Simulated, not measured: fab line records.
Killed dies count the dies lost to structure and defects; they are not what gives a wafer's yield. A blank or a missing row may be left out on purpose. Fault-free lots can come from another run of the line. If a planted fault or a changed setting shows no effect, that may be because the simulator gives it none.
What tool caused it? :: flow gf180mcu :: 72 wafers from 24 lots sampled at 4 of the route's 602 steps

== WHAT EACH GAUGE READ, for each wafer ==
GF_V3_THK_MEAS_25: measures by xrf. Usual: V3_W_THK gives 342 nm (standard deviation 5.7).
lot: L074
measured: day 22 10:25
on: film-metro-02
V3_W_THK (nm): 340 342 340
flag: 

lot: L075
measured: day 22 18:40
on: film-metro-04
V3_W_THK (nm): 342 341 345
flag: 

lot: L076
measured: day 23 06:15
on: film-metro-02
V3_W_THK (nm): 334 335 336
flag: 

lot: L077
measured: day 23 16:03
on: film-metro-04
V3_W_THK (nm): 334 334 343
flag: 

lot: L078
measured: day 24 00:22
on: film-metro-02
V3_W_THK (nm): 343 337 344
flag: 

lot: L079
measured: day 24 10:52
on: film-metro-03
V3_W_THK (nm): 337 336 342
flag: 

lot: L080
measured: day 24 17:41
on: film-metro-04
V3_W_THK (nm): 348 338 338
flag: 

lot: L081
measured: day 25 10:06
on: film-metro-03
V3_W_THK (nm): 344 344 347
flag: 

lot: L082
measured: day 25 13:58
on: film-metro-02
V3_W_THK (nm): 338 340 346
flag: 

lot: L083
measured: day 25 19:20
on: film-metro-03
V3_W_THK (nm): 346 345 345
flag: 

lot: L084
measured: day 26 06:58
on: film-metro-03
V3_W_THK (nm): 350 349 348
flag: 

lot: L085
measured: day 26 13:18
on: film-metro-04
V3_W_THK (nm): 336 338 335
flag: 

lot: L086
measured: day 26 19:05
on: film-metro-03
V3_W_THK (nm): 347 348 353
flag: 

lot: L087
measured: day 26 23:43
on: film-metro-03
V3_W_THK (nm): 347 345 352
flag: 

lot: L088
measured: day 27 09:40
on: film-metro-04
V3_W_THK (nm): 339 336 341
flag: 

lot: L089
measured: day 27 12:59
on: film-metro-04
V3_W_THK (nm): 344 344 335
flag: 

lot: L090
measured: day 27 20:23
on: film-metro-03
V3_W_THK (nm): 341 350 345
flag: 

lot: L091
measured: day 28 05:53
on: film-metro-02
V3_W_THK (nm): 332 333 333
flag: 

lot: L092
measured: day 28 12:39
on: film-metro-02
V3_W_THK (nm): 336 337 340
flag: 

lot: L093
measured: day 28 15:22
on: film-metro-02
V3_W_THK (nm): 337 343 343
flag: 

lot: L094
measured: day 29 02:47
on: film-metro-04
V3_W_THK (nm): 342 340 339
flag: 

lot: L095
measured: day 29 07:31
on: film-metro-03
V3_W_THK (nm): 347 348 345
flag: 

lot: L096
measured: day 29 13:44
on: film-metro-03
V3_W_THK (nm): 350 355 353
flag: 

lot: L097
measured: day 29 19:22
on: film-metro-02
V3_W_THK (nm): 332 335 334
flag: 

== WHAT TOOL EACH LOT RAN ON (gives the tool, then ch and the chambers of the sampled wafers, and finally the start) ==
lot: L074
GF_V1_SPUTTER_22: pvd-sputter-02, day 18 04:16
GF_M2_SPUTTER_02: pvd-sputter-03, day 18 05:02
GF_M2_STRIP_17: plasma-asher-03 ch 0,1, day 19 05:02

lot: L075
GF_V1_SPUTTER_22: pvd-sputter-03, day 18 11:06
GF_M2_SPUTTER_02: pvd-sputter-04, day 18 11:52
GF_M2_STRIP_17: plasma-asher-04 ch 0,1, day 19 12:28

lot: L076
GF_V1_SPUTTER_22: pvd-sputter-04, day 19 00:49
GF_M2_SPUTTER_02: pvd-sputter-04, day 19 01:35
GF_M2_STRIP_17: plasma-asher-04 ch 1, day 20 02:14

lot: L077
GF_V1_SPUTTER_22: pvd-sputter-03, day 19 09:46
GF_M2_SPUTTER_02: pvd-sputter-01, day 19 10:32
GF_M2_STRIP_17: plasma-asher-02 ch 0,1, day 20 11:20

lot: L078
GF_V1_SPUTTER_22: pvd-sputter-02, day 19 18:16
GF_M2_SPUTTER_02: pvd-sputter-03, day 19 19:02
GF_M2_STRIP_17: plasma-asher-02 ch 0,1, day 20 19:54

lot: L079
GF_V1_SPUTTER_22: pvd-sputter-04, day 20 06:38
GF_M2_SPUTTER_02: pvd-sputter-01, day 20 07:23
GF_M2_STRIP_17: plasma-asher-04 ch 0,1, day 21 07:35

lot: L080
GF_V1_SPUTTER_22: pvd-sputter-04, day 20 14:04
GF_M2_SPUTTER_02: pvd-sputter-01, day 20 14:56
GF_M2_STRIP_17: plasma-asher-04 ch 0,1, day 21 15:04

lot: L081
GF_V1_SPUTTER_22: pvd-sputter-02, day 21 07:50
GF_M2_SPUTTER_02: pvd-sputter-04, day 21 08:35
GF_M2_STRIP_17: plasma-asher-03 ch 0,1, day 22 08:20

lot: L082
GF_V1_SPUTTER_22: pvd-sputter-03, day 21 12:16
GF_M2_SPUTTER_02: pvd-sputter-04, day 21 13:01
GF_M2_STRIP_17: plasma-asher-02 ch 0,1, day 22 13:34

lot: L083
GF_V1_SPUTTER_22: pvd-sputter-04, day 21 18:52
GF_M2_SPUTTER_02: pvd-sputter-03, day 21 19:37
GF_M2_STRIP_17: plasma-asher-04 ch 0, day 22 19:37

lot: L084
GF_V1_SPUTTER_22: pvd-sputter-04, day 22 08:07
GF_M2_SPUTTER_02: pvd-sputter-03, day 22 08:52
GF_M2_STRIP_17: plasma-asher-02 ch 0,1, day 23 08:35

lot: L085
GF_V1_SPUTTER_22: pvd-sputter-03, day 22 14:30
GF_M2_SPUTTER_02: pvd-sputter-04, day 22 15:16
GF_M2_STRIP_17: plasma-asher-04 ch 0,1, day 23 14:49

lot: L086
GF_V1_SPUTTER_22: pvd-sputter-02, day 22 20:28
GF_M2_SPUTTER_02: pvd-sputter-03, day 22 21:14
GF_M2_STRIP_17: plasma-asher-02 ch 1, day 23 20:25

lot: L087
GF_V1_SPUTTER_22: pvd-sputter-02, day 23 02:58
GF_M2_SPUTTER_02: pvd-sputter-01, day 23 03:44
GF_M2_STRIP_17: plasma-asher-04 ch 0,1, day 24 02:48

lot: L088
GF_V1_SPUTTER_22: pvd-sputter-04, day 23 13:14
GF_M2_SPUTTER_02: pvd-sputter-01, day 23 14:04
GF_M2_STRIP_17: plasma-asher-02 ch 0,1, day 24 12:29

lot: L089
GF_V1_SPUTTER_22: pvd-sputter-02, day 23 16:45
GF_M2_SPUTTER_02: pvd-sputter-04, day 23 17:31
GF_M2_STRIP_17: plasma-asher-03 ch 0,1, day 24 16:16

lot: L090
GF_V1_SPUTTER_22: pvd-sputter-04, day 24 02:13
GF_M2_SPUTTER_02: pvd-sputter-01, day 24 02:59
GF_M2_STRIP_17: plasma-asher-03 ch 0,1, day 25 01:20

lot: L091
GF_V1_SPUTTER_22: pvd-sputter-02, day 24 11:40
GF_M2_SPUTTER_02: pvd-sputter-03, day 24 12:26
GF_M2_STRIP_17: plasma-asher-02 ch 0,1, day 25 10:53

lot: L092
GF_V1_SPUTTER_22: pvd-sputter-03, day 24 18:46
GF_M2_SPUTTER_02: pvd-sputter-04, day 24 19:31
GF_M2_STRIP_17: plasma-asher-02 ch 0,1, day 25 17:17

lot: L093
GF_V1_SPUTTER_22: pvd-sputter-03, day 24 23:00
GF_M2_SPUTTER_02: pvd-sputter-01, day 24 23:46
GF_M2_STRIP_17: plasma-asher-04 ch 0,1, day 25 21:13

lot: L094
GF_V1_SPUTTER_22: pvd-sputter-04, day 25 10:10
GF_M2_SPUTTER_02: pvd-sputter-03, day 25 11:02
GF_M2_STRIP_17: plasma-asher-04 ch 0,1, day 26 08:59

lot: L095
GF_V1_SPUTTER_22: pvd-sputter-03, day 25 16:23
GF_M2_SPUTTER_02: pvd-sputter-04, day 25 17:16
GF_M2_STRIP_17: plasma-asher-04 ch 0,1, day 26 15:08

lot: L096
GF_V1_SPUTTER_22: pvd-sputter-03, day 26 00:20
GF_M2_SPUTTER_02: pvd-sputter-04, day 26 01:06
GF_M2_STRIP_17: plasma-asher-02 ch 0,1, day 26 21:52

lot: L097
GF_V1_SPUTTER_22: pvd-sputter-03, day 26 05:37
GF_M2_SPUTTER_02: pvd-sputter-04, day 26 06:38
GF_M2_STRIP_17: plasma-asher-03 ch 1, day 27 02:49
- GF_V1_SPUTTER_22: material TiN, target thk 10 nm, time 40 s.
- GF_M2_SPUTTER_02: material AlCu, target thk 450 nm, time 23.9 s.
- GF_M2_STRIP_17: strips in O2/N2.

== WHAT THE TOOLS THEMSELVES READ (means of the sampled wafers that have a number; where no wafer has one, the mark that the record gives instead) ==
GF_V1_SPUTTER_22. Usual: throttle-valve-pct 29.9 %, standard deviation 1.1.
lot: L074
tool: pvd-sputter-02
throttle-valve-pct (%): 28.7
flag: 

lot: L075
tool: pvd-sputter-03
throttle-valve-pct (%): 30.8
flag: 

lot: L076
tool: pvd-sputter-04
throttle-valve-pct (%): 30.1
flag: 

lot: L077
tool: pvd-sputter-03
throttle-valve-pct (%): 30.2
flag: 

lot: L078
tool: pvd-sputter-02
throttle-valve-pct (%): 28.8
flag: 

lot: L079
tool: pvd-sputter-04
throttle-valve-pct (%): 30.3
flag: 

lot: L080
tool: pvd-sputter-04
throttle-valve-pct (%): 30.1
flag: 

lot: L081
tool: pvd-sputter-02
throttle-valve-pct (%): 27.8
flag: 

lot: L082
tool: pvd-sputter-03
throttle-valve-pct (%): 30.7
flag: 

lot: L083
tool: pvd-sputter-04
throttle-valve-pct (%): 30.1
flag: 

lot: L084
tool: pvd-sputter-04
throttle-valve-pct (%): 29.7
flag: 

lot: L085
tool: pvd-sputter-03
throttle-valve-pct (%): 30.2
flag: 

lot: L086
tool: pvd-sputter-02
throttle-valve-pct (%): 29.5
flag: 

lot: L087
tool: pvd-sputter-02
throttle-valve-pct (%): 28.4
flag: 

lot: L088
tool: pvd-sputter-04
throttle-valve-pct (%): 29.6
flag: 

lot: L089
tool: pvd-sputter-02
throttle-valve-pct (%): 30.0
flag: 

lot: L090
tool: pvd-sputter-04
throttle-valve-pct (%): 30.3
flag: 

lot: L091
tool: pvd-sputter-02
throttle-valve-pct (%): 29.5
flag: 

lot: L092
tool: pvd-sputter-03
throttle-valve-pct (%): 30.3
flag: 

lot: L093
tool: pvd-sputter-03
throttle-valve-pct (%): 30.1
flag: 

lot: L094
tool: pvd-sputter-04
throttle-valve-pct (%): 30.1
flag: 

lot: L095
tool: pvd-sputter-03
throttle-valve-pct (%): 30.8
flag: 

lot: L096
tool: pvd-sputter-03
throttle-valve-pct (%): 30.4
flag: 

lot: L097
tool: pvd-sputter-03
throttle-valve-pct (%): 30.6
flag: 

GF_M2_SPUTTER_02. Usual: throttle-valve-pct 30.3 %, standard deviation 0.78.
lot: L074
tool: pvd-sputter-03
throttle-valve-pct (%): 30.3
flag: 

lot: L075
tool: pvd-sputter-04
throttle-valve-pct (%): 29.4
flag: 

lot: L076
tool: pvd-sputter-04
throttle-valve-pct (%): 30.1
flag: 

lot: L077
tool: pvd-sputter-01
throttle-valve-pct (%): 29.3
flag: 

lot: L078
tool: pvd-sputter-03
throttle-valve-pct (%): 30.3
flag: 

lot: L079
tool: pvd-sputter-01
throttle-valve-pct (%): 30.4
flag: 

lot: L080
tool: pvd-sputter-01
throttle-valve-pct (%): 30.3
flag: 

lot: L081
tool: pvd-sputter-04
throttle-valve-pct (%): 30.3
flag: 

lot: L082
tool: pvd-sputter-04
throttle-valve-pct (%): 30.5
flag: 

lot: L083
tool: pvd-sputter-03
throttle-valve-pct (%): 30.2
flag: 

lot: L084
tool: pvd-sputter-03
throttle-valve-pct (%): 30.5
flag: 

lot: L085
tool: pvd-sputter-04
throttle-valve-pct (%): 30.1
flag: 

lot: L086
tool: pvd-sputter-03
throttle-valve-pct (%): 30.2
flag: 

lot: L087
tool: pvd-sputter-01
throttle-valve-pct (%): 29.7
flag: 

lot: L088
tool: pvd-sputter-01
throttle-valve-pct (%): 29.8
flag: 

lot: L089
tool: pvd-sputter-04
throttle-valve-pct (%): 30.5
flag: 

lot: L090
tool: pvd-sputter-01
throttle-valve-pct (%): 30.2
flag: 

lot: L091
tool: pvd-sputter-03
throttle-valve-pct (%): 30.2
flag: 

lot: L092
tool: pvd-sputter-04
throttle-valve-pct (%): 30.3
flag: 

lot: L093
tool: pvd-sputter-01
throttle-valve-pct (%): 30.3
flag: 

lot: L094
tool: pvd-sputter-03
throttle-valve-pct (%): 30.4
flag: 

lot: L095
tool: pvd-sputter-04
throttle-valve-pct (%): 30.1
flag: 

lot: L096
tool: pvd-sputter-04
throttle-valve-pct (%): 30.0
flag: 

lot: L097
tool: pvd-sputter-04
throttle-valve-pct (%): 30.7
flag: 

GF_M2_STRIP_17. Usual: drypump-motor-current-A 5.61 A, standard deviation 0.27; heater-power-w 332 W, standard deviation 22; oes-product-au 0.538 a.u., standard deviation 0.0047; strip-time-to-endpoint-s 7.41 s, standard deviation 0.039.
lot: L074
tool: plasma-asher-03
drypump-motor-current-A (A): 5.48
heater-power-w (W): 324
oes-product-au (a.u.): 0.539
strip-time-to-endpoint-s (s): 7.42
flag: 

lot: L075
tool: plasma-asher-04
drypump-motor-current-A (A): 5.38
heater-power-w (W): 350
oes-product-au (a.u.): 0.541
strip-time-to-endpoint-s (s): 7.41
flag: 

lot: L076
tool: plasma-asher-04
drypump-motor-current-A (A): 5.28
heater-power-w (W): 371
oes-product-au (a.u.): 0.540
strip-time-to-endpoint-s (s): 7.42
flag: 

lot: L077
tool: plasma-asher-02
drypump-motor-current-A (A): 5.73
heater-power-w (W): 326
oes-product-au (a.u.): 0.533
strip-time-to-endpoint-s (s): 7.36
flag: 

lot: L078
tool: plasma-asher-02
drypump-motor-current-A (A): 5.77
heater-power-w (W): 332
oes-product-au (a.u.): 0.537
strip-time-to-endpoint-s (s): 7.41
flag: 

lot: L079
tool: plasma-asher-04
drypump-motor-current-A (A): 5.38
heater-power-w (W): 352
oes-product-au (a.u.): 0.537
strip-time-to-endpoint-s (s): 7.40
flag: 

lot: L080
tool: plasma-asher-04
drypump-motor-current-A (A): 5.46
heater-power-w (W): 332
oes-product-au (a.u.): 0.532
strip-time-to-endpoint-s (s): 7.35
flag: 

lot: L081
tool: plasma-asher-03
drypump-motor-current-A (A): 5.62
heater-power-w (W): 323
oes-product-au (a.u.): 0.542
strip-time-to-endpoint-s (s): 7.41
flag: 

lot: L082
tool: plasma-asher-02
drypump-motor-current-A (A): 5.92
heater-power-w (W): 325
oes-product-au (a.u.): 0.539
strip-time-to-endpoint-s (s): 7.45
flag: 

lot: L083
tool: plasma-asher-04
drypump-motor-current-A (A): 5.58
heater-power-w (W): 310
oes-product-au (a.u.): 0.530
strip-time-to-endpoint-s (s): 7.35
flag: 

lot: L084
tool: plasma-asher-02
drypump-motor-current-A (A): 5.74
heater-power-w (W): 327
oes-product-au (a.u.): 0.534
strip-time-to-endpoint-s (s): 7.42
flag: 

lot: L085
tool: plasma-asher-04
drypump-motor-current-A (A): 5.39
heater-power-w (W): 350
oes-product-au (a.u.): 0.538
strip-time-to-endpoint-s (s): 7.44
flag: 

lot: L086
tool: plasma-asher-02
drypump-motor-current-A (A): 6.11
heater-power-w (W): 324
oes-product-au (a.u.): 0.539
strip-time-to-endpoint-s (s): 7.42
flag: 

lot: L087
tool: plasma-asher-04
drypump-motor-current-A (A): 5.45
heater-power-w (W): 329
oes-product-au (a.u.): 0.538
strip-time-to-endpoint-s (s): 7.43
flag: 

lot: L088
tool: plasma-asher-02
drypump-motor-current-A (A): 5.93
heater-power-w (W): 322
oes-product-au (a.u.): 0.537
strip-time-to-endpoint-s (s): 7.38
flag: 

lot: L089
tool: plasma-asher-03
drypump-motor-current-A (A): 5.46
heater-power-w (W): 321
oes-product-au (a.u.): 0.541
strip-time-to-endpoint-s (s): 7.42
flag: 

lot: L090
tool: plasma-asher-03
drypump-motor-current-A (A): 5.65
heater-power-w (W): 323
oes-product-au (a.u.): 0.536
strip-time-to-endpoint-s (s): 7.39
flag: 

lot: L091
tool: plasma-asher-02
drypump-motor-current-A (A): 5.92
heater-power-w (W): 332
oes-product-au (a.u.): 0.537
strip-time-to-endpoint-s (s): 7.44
flag: 

lot: L092
tool: plasma-asher-02
drypump-motor-current-A (A): 5.92
heater-power-w (W): 328
oes-product-au (a.u.): 0.532
strip-time-to-endpoint-s (s): 7.36
flag: 

lot: L093
tool: plasma-asher-04
drypump-motor-current-A (A): 5.46
heater-power-w (W): 334
oes-product-au (a.u.): 0.541
strip-time-to-endpoint-s (s): 7.43
flag: 

lot: L094
tool: plasma-asher-04
drypump-motor-current-A (A): 5.36
heater-power-w (W): 349
oes-product-au (a.u.): 0.538
strip-time-to-endpoint-s (s): 7.44
flag: 

lot: L095
tool: plasma-asher-04
drypump-motor-current-A (A): 5.37
heater-power-w (W): 349
oes-product-au (a.u.): 0.538
strip-time-to-endpoint-s (s): 7.41
flag: 

lot: L096
tool: plasma-asher-02
drypump-motor-current-A (A): 5.92
heater-power-w (W): 327
oes-product-au (a.u.): 0.532
strip-time-to-endpoint-s (s): 7.37
flag: 

lot: L097
tool: plasma-asher-03
drypump-motor-current-A (A): 5.34
heater-power-w (W): 320
oes-product-au (a.u.): 0.540
strip-time-to-endpoint-s (s): 7.43
flag: 

== THE ANSWER, worked out from the rows above alone ==
Rule: lot off if the mean of its wafers having a number is beyond 3 standard deviations from the usual mean. Also off: a lot with no number at a reading for which 4 or more lots have one. All remaining lots with rows at the step are treated as sound. After the gauges, taken in route order, come the tools' own readings; for these a lot's mean is taken, as printed above. At the first step where some lot is off, the reading lying furthest off is the one used; lots without a number count as furthest.
No lot is off at any reading shown: from this, nothing can be told.

== WHAT THE SIMULATOR HAD INSERTED ==
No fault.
